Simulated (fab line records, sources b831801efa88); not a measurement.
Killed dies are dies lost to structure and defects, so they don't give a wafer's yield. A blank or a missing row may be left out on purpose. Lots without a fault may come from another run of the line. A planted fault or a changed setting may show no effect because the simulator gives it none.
Problem report in the 8D (eight disciplines) form, filled by code | flow sky130 | the parts of the form that need people (team, actions taken, sign-off) are left out

1. THE PROBLEM
run_length_s at SKY_SONOS_TUNNEL_SOFTBAKE_03 reads a mean of 105.11 s on 4 wafers of 2 lots; wafers without a fault read 89.13 s with a standard deviation of 0.23. That is +69 standard deviations from the usual mean.
The step: time 60 s.
First seen on wafer L189.1, day 14 17:31, on litho_track-03. The record holds 39 wafers of 13 lots with a number at this step. Rule for "out", or "out of limits": more than 4 standard deviations from the usual mean. The other wafers with a number count as sound.

2. WHAT IT IS AND WHAT IT IS NOT
question                    | is                             | is not
which readings at this step | run_length_s                   | resist_line_temp_C
which lots                  | L189, L191                     | L177, L178, L179, L180, L181, L182, L193, L194, L195, L196, L200
which wafers of those lots  | L189.1, L189.6, L191.1, L191.5 | L189.2, L191.3
read on which tools         | litho_track-03                 | litho_track-01, litho_track-02
when                        | from day 14 17:31              | up to then (19 sound wafers); but 16 sound wafers of L191, L193, L194, L195, L196, L200 came after

3. SUSPECTS, AND WHAT RULES EACH OUT
Counting: a tool at a process step up to the reading stays a suspect if it ran every lot that is out. Sound lots after the first of them don't rule it out here, since some wafers of a struck lot are sound.
- plasma_asher-03 at SKY_VT_ADJUST_NCORE_STRIP_10 (strips in O2/N2): kept. It ran every lot that is out, first L189 (day 12 02:05); its last sound lot up to then is L179 (day 9 04:35).
- litho_track-03 at SKY_SONOS_TUNNEL_SOFTBAKE_03 (time 60 s): kept. It ran every lot that is out, first L189 (day 14 17:31); its last sound lot up to then is L180 (day 11 19:01). Its own readings are out on those wafers: run_length_s.
Left after counting: plasma_asher-03 at SKY_VT_ADJUST_NCORE_STRIP_10, litho_track-03 at SKY_SONOS_TUNNEL_SOFTBAKE_03.

4. THE CAUSE (what the simulator had put in)
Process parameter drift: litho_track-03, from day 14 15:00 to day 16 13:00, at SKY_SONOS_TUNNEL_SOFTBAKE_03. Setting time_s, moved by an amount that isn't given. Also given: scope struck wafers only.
Counting left 2 suspects, and this tool is among them.

5. THE CHAIN OF EFFECTS, in route order
Each row: a reading whose mean over the struck wafers that have a number lies more than 3 standard deviations from the usual. Only readings for which the record gives a usual standard deviation are gone through. hours: the time from each lot's start at the first step in this table that gives one to its start at this step, as a median over the lots. sigmas: the change in usual standard deviations.
hours | step                         | reading      | usual   | on struck wafers | change | sigmas
0     | SKY_SONOS_TUNNEL_SOFTBAKE_03 | run_length_s | 89.13 s | 105.11           | +15.98 | +69
The process steps in it:
- SKY_SONOS_TUNNEL_SOFTBAKE_03: time 60 s.
Later measuring or inspecting steps at which every struck wafer that the step has a row for has a number for every such reading, and none has moved that far: SKY_SONOS_ONO_THK_MEAS_03.

6. WHAT WOULD HAVE CAUGHT IT SOONER
In this record the first reading out of limits was taken at day 14 17:31, 3 hours after the fault began at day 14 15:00.
